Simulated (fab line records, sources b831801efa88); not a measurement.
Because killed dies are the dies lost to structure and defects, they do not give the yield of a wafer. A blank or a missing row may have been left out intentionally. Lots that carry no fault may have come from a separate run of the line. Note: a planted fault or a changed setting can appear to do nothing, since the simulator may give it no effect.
fab line records	flow gf180mcu	part 1 of 2: steps 1 to 31 of 40
record: lots: 5	wafers: 15	last-day: 32
route steps=602 shown M2@365 V2@382
lots untouched by any fault: they come from a run of this same line in which no faults occurred
start-h: hours from the record's opening day to when the first of the lot's shown wafers began	wait-h: hours from the lot's prior step to this one	" the same as in the row above	L1.1+2: one row covering several wafers at once	- either no value or no given start	* or withheld: withheld	< > ~ a bound
route shown NAME@n: NAME is a module with steps in the file, n the number in the route of the first one	usual: average and standard deviation across the fault-free wafers	same: alike in all rows	chamber/n: place in a boat	sites: the reading at each site	_std_site: standard deviation across them	_edge_site: the outer-site mean with the inner-site mean subtracted	radius-mm: how far each site lies from the wafer's centre	mask NAME#n: copy n	behind: the last tool/chamber to shape the wafer	hold: cause of the lot's hold/its duration in hours/its outcome	device: whichever transistor did not switch (one of n, p or np)	end of line: the tests these same wafers got at the end of their route	a step with no rows: only its recipe	killed: count of dies lost to structure and defects at first sort (not the wafer's yield)	map: shows each die of a wafer: x if killed, . if not, _ if none is there
set.NAME: the setting the step ran with; set.NAME@STEP: the setting that earlier step ran with	model.NAME: the simulator's own value behind a step, which no gauge read
certain route steps with their lots: each step a table, each wafer a row
services: a tool's chamber out of use, with start hour (start-h, from the record's first day; less than 0 if before it), hours out, and reason
== steps ==
step: GF_M2_SPUTTER_03
recipe: material: Ti	target-thk-nm: 10	substrate-temp-c: 300	chamber-pressure-pa: 0.3	power-w: 3000	time-s: 6.7
usual: chamber-pressure-pa: 0.3001/0.00053	throttle-valve-pct: 30.4/1
lot.wafer	tool	chamber	start-h	wait-h	chamber-pressure-pa	throttle-valve-pct
L075.1	pvd-sputter-03	-	419.36	0.0	0.2998	31.4
L075.4	"	-	"	"	0.3001	28.9
L075.6	"	-	"	"	0.3004	30.5
L077.1	pvd-sputter-02	-	446.01	0.0	0.2993	31.1
L077.3	"	-	"	"	0.3000	29.8
L077.5	"	-	"	"	0.3001	31.4
L079.1	pvd-sputter-02	-	461.47	0.0	0.3005	31.3
L079.2	"	-	"	"	0.3006	32.2
L079.3	"	-	"	"	0.3010	31.8
L081.4	pvd-sputter-02	-	478.23	0.0	0.3007	30.0
L081.5	"	-	"	"	0.2995	31.9
L081.6	"	-	"	"	0.3001	31.3
L090.2	pvd-sputter-02	-	555.00	0.0	0.3001	31.7
L090.4	"	-	"	"	0.3005	30.1
L090.5	"	-	"	"	0.3000	30.1
step: GF_M2_SPUTTER_04
recipe: material: TiN	target-thk-nm: 50	power-w: 6500	time-s: 41.7	chamber-pressure-pa: 0.4
usual: chamber-pressure-pa: 0.4002/0.00077	throttle-valve-pct: 30.5/1
lot.wafer	tool	chamber	start-h	wait-h	chamber-pressure-pa	throttle-valve-pct
L075.1	pvd-sputter-03	-	419.38	0.0	0.4006	31.4
L075.4	"	-	"	"	0.4008	28.5
L075.6	"	-	"	"	0.3997	30.4
L077.1	pvd-sputter-02	-	446.03	0.0	0.3997	31.0
L077.3	"	-	"	"	0.4003	29.9
L077.5	"	-	"	"	0.4007	31.3
L079.1	pvd-sputter-02	-	461.49	0.0	0.3990	31.1
L079.2	"	-	"	"	0.3993	32.0
L079.3	"	-	"	"	0.3998	31.8
L081.4	pvd-sputter-02	-	478.25	0.0	0.4001	29.8
L081.5	"	-	"	"	0.3998	32.0
L081.6	"	-	"	"	0.3995	31.8
L090.2	pvd-sputter-02	-	555.02	0.0	0.4007	31.9
L090.4	"	-	"	"	0.3994	30.0
L090.5	"	-	"	"	0.4005	29.9
step: GF_M2_RS_MEAS_05
recipe: thk-meas-gauge: four-point-probe	reads: TiN_of_M2_SPUTTER_04+Ti_of_M2_SPUTTER_03+AlCu_of_M2_SPUTTER_02+TiN_of_M2_SPUTTER_01+Ti_of_M2_SPUTTER_00
usual: M2_ALCU_RS: 0.0700/0.001
lot.wafer	tool	chamber	start-h	wait-h	M2_ALCU_RS[ohm/sq]
L075.1	film-metro-02	-	419.42	0.0	0.0679
L075.4	"	-	"	"	0.0685
L075.6	"	-	"	"	0.0694
L077.1	film-metro-02	-	446.07	0.0	0.0719
L077.3	"	-	"	"	0.0705
L077.5	"	-	"	"	0.0712
L079.1	film-metro-02	-	461.53	0.0	0.0712
L079.2	"	-	"	"	0.0702
L079.3	"	-	"	"	0.0709
L081.4	film-metro-03	-	478.35	0.1	0.0700
L081.5	"	-	"	"	0.0696
L081.6	"	-	"	"	0.0707
L090.2	film-metro-04	-	555.08	0.0	0.0702
L090.4	"	-	"	"	0.0706
L090.5	"	-	"	"	0.0696
step: GF_M2_THK_MEAS_06
recipe: thk-meas-gauge: xrf	reads: AlCu_of_M2_SPUTTER_02
usual: M2_ALCU_THK: 446/6.6
lot.wafer	tool	chamber	start-h	wait-h	M2_ALCU_THK[nm]
L075.1	film-metro-02	-	419.54	0.1	457
L075.4	"	-	"	"	458
L075.6	"	-	"	"	445
L077.1	film-metro-02	-	446.19	0.1	435
L077.3	"	-	"	"	442
L077.5	"	-	"	"	435
L079.1	film-metro-02	-	461.65	0.1	439
L079.2	"	-	"	"	444
L079.3	"	-	"	"	439
L081.4	film-metro-03	-	478.44	0.1	448
L081.5	"	-	"	"	449
L081.6	"	-	"	"	444
L090.2	film-metro-04	-	555.19	0.1	445
L090.4	"	-	"	"	444
L090.5	"	-	"	"	450
step: GF_M2_DEHYDRATE_07
recipe: temp-c: 200	time-s: 60
lot.wafer	tool	chamber	start-h	wait-h
L075.1+4+6	litho-track-04	0	431.57	12.0
L077.1+3+5	litho-track-04	0	458.12	11.9
L079.1+2+3	litho-track-03	0	472.66	11.0
L081.4+5+6	litho-track-03	0	489.88	11.4
L090.2+4+5	litho-track-02	0	565.37	10.2
step: GF_M2_HMDS_08
recipe: prime-time-s: 60	prime-temp-c: 120
usual: prime-temp-c: 119.98/0.15
lot.wafer	tool	chamber	start-h	wait-h	prime-temp-c
L075.1	litho-track-04	0	431.72	0.1	119.99
L075.4	"	0	"	"	119.96
L075.6	"	0	"	"	120.17
L077.1	litho-track-04	0	458.27	0.1	119.85
L077.3	"	0	"	"	119.94
L077.5	"	0	"	"	119.87
L079.1	litho-track-03	0	472.81	0.1	119.90
L079.2	"	0	"	"	119.63
L079.3	"	0	"	"	119.87
L081.4	litho-track-03	0	490.03	0.1	119.86
L081.5	"	0	"	"	119.78
L081.6	"	0	"	"	119.81
L090.2	litho-track-02	0	565.52	0.1	119.98
L090.4	"	0	"	"	120.10
L090.5	"	0	"	"	120.41
step: GF_M2_COAT_09
recipe: resist: KrF	spin-rpm: withheld	resist-thk-nm: 1000
lot.wafer	tool	chamber	start-h	wait-h
L075.1+4+6	litho-track-04	0	431.87	0.1
L077.1+3+5	litho-track-04	0	458.42	0.1
L079.1+2+3	litho-track-03	0	472.96	0.1
L081.4+5+6	litho-track-03	0	490.18	0.1
L090.2+4+5	litho-track-02	0	565.67	0.1
step: GF_M2_SOFTBAKE_10
recipe: temp-c: 130	time-s: 60	resist: KrF
lot.wafer	tool	chamber	start-h	wait-h
L075.1+4+6	litho-track-04	0	432.02	0.1
L077.1+3+5	litho-track-04	0	458.57	0.1
L079.1+2+3	litho-track-03	0	473.11	0.1
L081.4+5+6	litho-track-03	0	490.33	0.1
L090.2+4+5	litho-track-02	0	565.82	0.1
step: GF_M2_EXPOSE_11
recipe: mask-id: Metal2	target-cd-nm: 280	na: 0.68	source-shape: conventional	sigma-outer: 0.6	dose-mj: 28
usual: reticle-temp-C: 23.01/0.12
same: na: 0.68
lot.wafer	tool	chamber	start-h	wait-h	mask	reticle-temp-C
L075.1	krf-scanner-01	0	-	-	Metal2#0	22.82
L075.4	"	0	"	"	Metal2#0	22.99
L075.6	"	0	"	"	Metal2#0	23.07
L077.1	krf-scanner-02	0	-	-	Metal2#0	22.99
L077.3	"	0	"	"	Metal2#0	23.06
L077.5	"	0	"	"	Metal2#0	22.93
L079.1	krf-scanner-01	0	-	-	Metal2#0	23.10
L079.2	"	0	"	"	Metal2#0	22.95
L079.3	"	0	"	"	Metal2#0	22.81
L081.4	krf-scanner-01	0	-	-	Metal2#0	23.02
L081.5	"	0	"	"	Metal2#0	22.96
L081.6	"	0	"	"	Metal2#0	22.92
L090.2	krf-scanner-01	0	-	-	Metal2#0	22.98
L090.4	"	0	"	"	Metal2#0	22.92
L090.5	"	0	"	"	Metal2#0	23.13
step: GF_M2_PEB_12
recipe: peb-temp-c: 135	peb-time-s: 90	resist: KrF
same: peb-time-s: 90
lot.wafer	tool	chamber	start-h	wait-h
L075.1+4+6	litho-track-03	0	-	-
L077.1+3+5	litho-track-04	0	-	-
L079.1+2+3	litho-track-04	0	-	-
L081.4+5+6	litho-track-03	0	-	-
L090.2+4+5	litho-track-02	0	-	-
step: GF_M2_DEVELOP_13
recipe: develop-time-s: 60	dev-temp-c: 21
lot.wafer	tool	chamber	start-h	wait-h
L075.1+4+6	litho-track-03	0	443.81	0.2
L077.1+3+5	litho-track-04	0	470.32	0.2
L079.1+2+3	litho-track-04	0	485.52	0.2
L081.4+5+6	litho-track-03	0	502.03	0.1
L090.2+4+5	litho-track-02	0	576.77	0.2
step: GF_M2_CD_MEAS_14
recipe: target-cd-nm: 280
usual: cd-nm: 280.1/1.4
lot.wafer	tool	chamber	start-h	wait-h	cd-nm
L075.1	cd-sem-02	-	443.96	0.1	279.9
L075.4	"	-	"	"	280.0
L075.6	"	-	"	"	281.1
L077.1	cd-sem-02	-	470.54	0.2	281.2
L077.3	"	-	"	"	280.2
L077.5	"	-	"	"	280.1
L079.1	cd-sem-02	-	485.67	0.1	280.8
L079.2	"	-	"	"	280.6
L079.3	"	-	"	"	279.7
L081.4	cd-sem-02	-	502.17	0.1	281.0
L081.5	"	-	"	"	282.3
L081.6	"	-	"	"	281.1
L090.2	cd-sem-01	-	576.92	0.1	279.8
L090.4	"	-	"	"	280.6
L090.5	"	-	"	"	280.0
step: GF_M2_OVL_MEAS_15
usual: M2_OVL: 0/5.4
lot.wafer	tool	chamber	start-h	wait-h	M2_OVL[nm]
L075.1	overlay-02	-	444.08	0.1	-1
L075.4	"	-	"	"	0
L075.6	"	-	"	"	4
L077.1	overlay-02	-	470.66	0.1	5
L077.3	"	-	"	"	1
L077.5	"	-	"	"	1
L079.1	overlay-01	-	485.79	0.1	-7
L079.2	"	-	"	"	-3
L079.3	"	-	"	"	2
L081.4	overlay-02	-	502.24	0.1	-3
L081.5	"	-	"	"	6
L081.6	"	-	"	"	0
L090.2	overlay-01	-	577.02	0.1	-9
L090.4	"	-	"	"	-4
L090.5	"	-	"	"	-6
step: GF_M2_METAL_ETCH_16
recipe: chemistry: Cl2/BCl3	mask-material: KrF	target-depth-nm: 627.5	stop-on: SiO2	pressure-mtorr: 8	icp-w: 800	bias-w: 140	Cl2_flow_sccm: 80	bcl3-flow-sccm: 40	time-s: 104.6
usual: drypump-motor-current-A: 5.3/0.4	oes-product-au: 0.967/0.0071	throttle-valve-pct: 28.256/0.011
lot.wafer	tool	chamber	start-h	wait-h	drypump-motor-current-A	oes-product-au	rf-hours-counter-h	throttle-valve-pct
L075.1	rie-metal-04	0	444.11	0.0	5.0	0.978	5	28.273
L075.4	"	1	"	"	5.1	0.966	-	28.235
L075.6	"	1	"	"	5.1	0.963	-	28.269
L077.1	rie-metal-04	1	470.69	0.0	5.1	0.954	9	28.271
L077.3	"	1	"	"	5.1	0.969	-	28.275
L077.5	"	1	"	"	5.1	0.955	-	28.271
L079.1	rie-metal-01	1	485.83	0.0	4.8	0.958	2	28.266
L079.2	"	0	"	"	5.7	0.967	12	28.244
L079.3	"	1	"	"	4.8	0.961	-	28.273
L081.4	rie-metal-03	1	502.30	0.0	5.7	0.973	-	28.271
L081.5	"	1	"	"	5.7	0.962	-	28.249
L081.6	"	0	"	"	5.8	0.965	-	28.271
L090.2	rie-metal-03	1	577.05	0.0	5.7	0.972	4	28.263
L090.4	"	0	"	"	5.9	0.960	-	28.256
L090.5	"	0	"	"	5.8	0.961	-	28.247
step: GF_M2_STRIP_17
recipe: chemistry: O2/N2	power-w: 1400	pressure-mtorr: 1500	platen-temp-c: 250	o2-flow-sccm: 3000	n2-flow-sccm: 300	overash-fraction: 0.5
usual: drypump-motor-current-A: 5.8/0.44	heater-power-w: 325/21	oes-product-au: 0.560/0.0048	strip-time-to-endpoint-s: 7.93/0.05
lot.wafer	tool	chamber	start-h	wait-h	drypump-motor-current-A	heater-power-w	oes-product-au	rf-hours-counter-h	strip-time-to-endpoint-s
L075.1	plasma-asher-04	1	444.22	0.1	6.2	351	0.567	1	8.02
L075.4	"	1	"	"	6.2	346	0.558	-	7.93
L075.6	"	1	"	"	6.2	345	0.548	-	7.94
L077.1	plasma-asher-04	1	470.81	0.1	6.2	345	0.565	4	7.97
L077.3	"	1	"	"	6.2	336	0.564	-	8.01
L077.5	"	1	"	"	6.2	353	0.560	-	7.98
L079.1	plasma-asher-04	0	485.94	0.1	5.2	309	0.557	5	7.83
L079.2	"	1	"	"	6.2	342	0.559	5	7.89
L079.3	"	0	"	"	5.2	322	0.558	-	7.82
L081.4	plasma-asher-01	1	502.41	0.1	6.3	284	0.567	-	8.01
L081.5	"	0	"	"	5.5	322	0.564	-	7.99
L081.6	"	1	"	"	6.3	279	0.558	-	7.88
L090.2	plasma-asher-04	0	577.16	0.1	5.1	319	0.557	14	7.95
L090.4	"	1	"	"	6.2	346	0.556	-	7.93
L090.5	"	1	"	"	6.2	346	0.562	-	7.91
step: GF_M2_STRIP_18
recipe: chemistry: post-etch-residue-remover	time-s: 1200	temp-c: 72.5
lot.wafer	tool	chamber	start-h	wait-h
L075.1+4+6	wet-bench-01	0	444.32	0.1
L077.1+3+5	wet-bench-03	0	470.91	0.1
L079.1+2+3	wet-bench-03	1	486.04	0.1
L081.4+5+6	wet-bench-03	3	502.47	0.0
L090.2+4+5	wet-bench-01	1	577.26	0.1
step: GF_M2_CLEAN_19
recipe: chemistry: DIW	dry: n2-spin
lot.wafer	tool	chamber	start-h	wait-h
L075.1+4+6	wet-bench-03	2	444.67	0.0
L077.1+3+5	wet-bench-01	1	471.25	0.0
L079.1+2+3	wet-bench-01	2	486.38	0.0
L081.4+5+6	wet-bench-01	1	502.85	0.0
L090.2+4+5	wet-bench-02	1	577.61	0.0
step: GF_V2_CVD_00
recipe: material: SiO2	target-thk-nm: 600	sigma-open-frac: 0.3	temp-c: 400	time-s: 100	sih4-flow-sccm: 60	pressure-mtorr: 6
usual: sih4-flow-sccm: 60.00/0.17
lot.wafer	tool	chamber	start-h	wait-h	sih4-flow-sccm
L075.1	hdpcvd-01	0	444.76	0.0	60.01
L075.4	"	2	"	"	60.29
L075.6	"	1	"	"	59.96
L077.1	hdpcvd-02	2	471.43	0.0	59.94
L077.3	"	2	"	"	59.85
L077.5	"	2	"	"	59.90
L079.1	hdpcvd-02	0	486.48	0.0	59.90
L079.2	"	2	"	"	59.61
L079.3	"	1	"	"	60.32
L081.4	hdpcvd-01	1	502.97	0.0	59.83
L081.5	"	2	"	"	59.89
L081.6	"	0	"	"	59.94
L090.2	hdpcvd-01	2	577.71	0.0	60.00
L090.4	"	2	"	"	59.85
L090.5	"	0	"	"	59.78
step: GF_V2_THK_MEAS_01
recipe: reads: SiO2_of_V2_CVD_00
usual: V2_CVD_00_THK: 600/7.3
lot.wafer	tool	chamber	start-h	wait-h	V2_CVD_00_THK[nm]
L075.1	film-metro-04	-	444.83	0.0	610
L075.4	"	-	"	"	604
L075.6	"	-	"	"	602
L077.1	film-metro-03	-	471.54	0.1	590
L077.3	"	-	"	"	595
L077.5	"	-	"	"	593
L079.1	film-metro-04	-	486.55	0.0	601
L079.2	"	-	"	"	594
L079.3	"	-	"	"	591
L081.4	film-metro-04	-	503.04	0.0	586
L081.5	"	-	"	"	597
L081.6	"	-	"	"	602
L090.2	film-metro-04	-	577.79	0.0	596
L090.4	"	-	"	"	595
L090.5	"	-	"	"	593
step: GF_V2_CVD_02
recipe: material: SiO2	target-thk-nm: 850	precursor: TEOS	temp-c: 400	time-s: 94.851	rf-w: 600
usual: heater-power-w: 641/150
lot.wafer	tool	chamber	start-h	wait-h	heater-power-w
L075.1	pecvd-03	2	444.89	0.1	879
L075.4	"	2	"	"	742
L075.6	"	1	"	"	728
L077.1	pecvd-03	1	471.60	0.1	704
L077.3	"	2	"	"	791
L077.5	"	1	"	"	737
L079.1	pecvd-03	1	486.61	0.1	756
L079.2	"	0	"	"	366
L079.3	"	2	"	"	823
L081.4	pecvd-01	2	503.11	0.1	642
L081.5	"	1	"	"	494
L081.6	"	0	"	"	583
L090.2	pecvd-01	0	577.84	0.0	599
L090.4	"	2	"	"	657
L090.5	"	0	"	"	636
step: GF_V2_THK_MEAS_03
recipe: reads: SiO2_of_V2_CVD_02
usual: V2_CVD_02_THK: 853/12
lot.wafer	tool	chamber	start-h	wait-h	V2_CVD_02_THK[nm]
L075.1	film-metro-04	-	444.96	0.0	847
L075.4	"	-	"	"	858
L075.6	"	-	"	"	861
L077.1	film-metro-04	-	471.67	0.0	828
L077.3	"	-	"	"	830
L077.5	"	-	"	"	846
L079.1	film-metro-01	-	486.68	0.0	845
L079.2	"	-	"	"	850
L079.3	"	-	"	"	848
L081.4	film-metro-04	-	503.17	0.0	859
L081.5	"	-	"	"	869
L081.6	"	-	"	"	860
L090.2	film-metro-03	-	577.92	0.0	853
L090.4	"	-	"	"	869
L090.5	"	-	"	"	860
step: GF_V2_CMP_04
recipe: material: SiO2	down-force-psi: 4	platen-rpm: 60	pad-velocity-m-s: 0.94248
usual: motor-current-A: 11.9/1.1	time-to-endpoint-s: 81/5.2
lot.wafer	tool	chamber	start-h	wait-h	motor-current-A	time-to-endpoint-s
L075.4	cmp-01	3	445.25	0.3	12.0	86
L075.1	"	1	"	"	12.8	76
L075.6	"	3	"	"	12.1	87
L077.3	cmp-02	0	471.78	0.1	13.5	74
L077.1	"	2	"	"	13.2	78
L077.5	"	3	"	"	12.7	78
L079.3	cmp-01	0	486.79	0.1	10.7	78
L079.2	"	1	"	"	12.2	78
L079.1	"	2	"	"	10.7	79
L081.4	cmp-01	3	503.30	0.1	12.3	85
L081.6	"	1	"	"	13.5	80
L081.5	"	2	"	"	10.0	88
L090.4	cmp-01	3	578.08	0.1	11.9	86
L090.2	"	0	"	"	10.9	79
L090.5	"	3	"	"	11.9	88
step: GF_V2_BOW_MEAS_05
recipe: mode: bow
usual: V2_BOW: 97/7.9
lot.wafer	tool	chamber	start-h	wait-h	V2_BOW[um]
L075.1	film-metro-03	-	445.55	0.1	94
L075.4	"	-	"	"	102
L075.6	"	-	"	"	103
L077.1	film-metro-01	-	472.03	0.1	110
L077.3	"	-	"	"	94
L077.5	"	-	"	"	104
L079.1	film-metro-01	-	487.04	0.1	98
L079.2	"	-	"	"	90
L079.3	"	-	"	"	91
L081.4	film-metro-03	-	503.56	0.2	111
L081.5	"	-	"	"	87
L081.6	"	-	"	"	97
L090.2	film-metro-04	-	578.40	0.2	100
L090.4	"	-	"	"	97
L090.5	"	-	"	"	88
step: GF_V2_DEHYDRATE_06
recipe: temp-c: 200	time-s: 60
lot.wafer	tool	chamber	start-h	wait-h
L075.1+4+6	litho-track-01	0	457.57	12.0
L077.1+3+5	litho-track-01	0	483.87	11.8
L079.1+2+3	litho-track-04	0	498.37	11.3
L081.4+5+6	litho-track-02	0	514.47	10.9
L090.2+4+5	litho-track-02	0	588.02	9.6
step: GF_V2_HMDS_07
recipe: prime-time-s: 60	prime-temp-c: 120
usual: prime-temp-c: 119.98/0.14
lot.wafer	tool	chamber	start-h	wait-h	prime-temp-c
L075.1	litho-track-01	0	457.72	0.1	120.04
L075.4	"	0	"	"	120.06
L075.6	"	0	"	"	120.10
L077.1	litho-track-01	0	484.02	0.1	119.97
L077.3	"	0	"	"	120.16
L077.5	"	0	"	"	120.01
L079.1	litho-track-04	0	498.52	0.1	119.85
L079.2	"	0	"	"	119.68
L079.3	"	0	"	"	119.85
L081.4	litho-track-02	0	514.62	0.1	119.94
L081.5	"	0	"	"	119.91
L081.6	"	0	"	"	119.98
L090.2	litho-track-02	0	588.17	0.1	119.97
L090.4	"	0	"	"	119.76
L090.5	"	0	"	"	120.00
step: GF_V2_COAT_08
recipe: resist: BARC	temp-c: withheld	time-s: withheld	spin-rpm: withheld	resist-thk-nm: withheld
lot.wafer	tool	chamber	start-h	wait-h
L075.1+4+6	litho-track-01	0	457.87	0.1
L077.1+3+5	litho-track-01	0	484.17	0.1
L079.1+2+3	litho-track-04	0	498.67	0.1
L081.4+5+6	litho-track-02	0	514.77	0.1
L090.2+4+5	litho-track-02	0	588.32	0.1
step: GF_V2_COAT_09
recipe: resist: KrF	spin-rpm: withheld	resist-thk-nm: 1000
lot.wafer	tool	chamber	start-h	wait-h
L075.1+4+6	litho-track-01	0	-	-
L077.1+3+5	litho-track-01	0	-	-
L079.1+2+3	litho-track-04	0	-	-
L081.4+5+6	litho-track-02	0	-	-
L090.2+4+5	litho-track-02	0	-	-
step: GF_V2_SOFTBAKE_10
recipe: temp-c: 130	time-s: 60	resist: KrF
lot.wafer	tool	chamber	start-h	wait-h
L075.1+4+6	litho-track-01	0	-	-
L077.1+3+5	litho-track-01	0	-	-
L079.1+2+3	litho-track-04	0	-	-
L081.4+5+6	litho-track-02	0	-	-
L090.2+4+5	litho-track-02	0	-	-
step: GF_V2_EXPOSE_11
recipe: mask-id: Via2	target-cd-nm: 260	na: 0.68	source-shape: conventional	sigma-outer: 0.6	dose-mj: 38
usual: reticle-temp-C: 22.98/0.11
same: na: 0.68
lot.wafer	tool	chamber	start-h	wait-h	mask	reticle-temp-C
L075.1	krf-scanner-01	0	-	-	Via2#0	22.95
L075.4	"	0	"	"	Via2#0	23.07
L075.6	"	0	"	"	Via2#0	22.99
L077.1	krf-scanner-02	0	-	-	Via2#0	23.15
L077.3	"	0	"	"	Via2#0	22.99
L077.5	"	0	"	"	Via2#0	22.97
L079.1	krf-scanner-02	0	-	-	Via2#0	22.79
L079.2	"	0	"	"	Via2#0	22.92
L079.3	"	0	"	"	Via2#0	22.95
L081.4	krf-scanner-01	0	-	-	Via2#0	23.22
L081.5	"	0	"	"	Via2#0	23.10
L081.6	"	0	"	"	Via2#0	23.17
L090.2	krf-scanner-02	0	-	-	Via2#0	22.89
L090.4	"	0	"	"	Via2#0	22.91
L090.5	"	0	"	"	Via2#0	22.75
step: GF_V2_PEB_12
recipe: peb-temp-c: 135	peb-time-s: 90	resist: KrF
same: peb-time-s: 90
lot.wafer	tool	chamber	start-h	wait-h
L075.1+4+6	litho-track-01	0	-	-
L077.1+3+5	litho-track-01	0	-	-
L079.1+2+3	litho-track-02	0	-	-
L081.4+5+6	litho-track-02	0	-	-
L090.2+4+5	litho-track-04	0	-	-
step: GF_V2_DEVELOP_13
recipe: develop-time-s: 60	resist: KrF	dev-temp-c: 21
lot.wafer	tool	chamber	start-h	wait-h
L075.1+4+6	litho-track-01	0	470.27	0.2
L077.1+3+5	litho-track-01	0	496.17	0.2
L079.1+2+3	litho-track-02	0	510.70	0.2
L081.4+5+6	litho-track-02	0	526.82	0.1
L090.2+4+5	litho-track-04	0	599.85	0.2
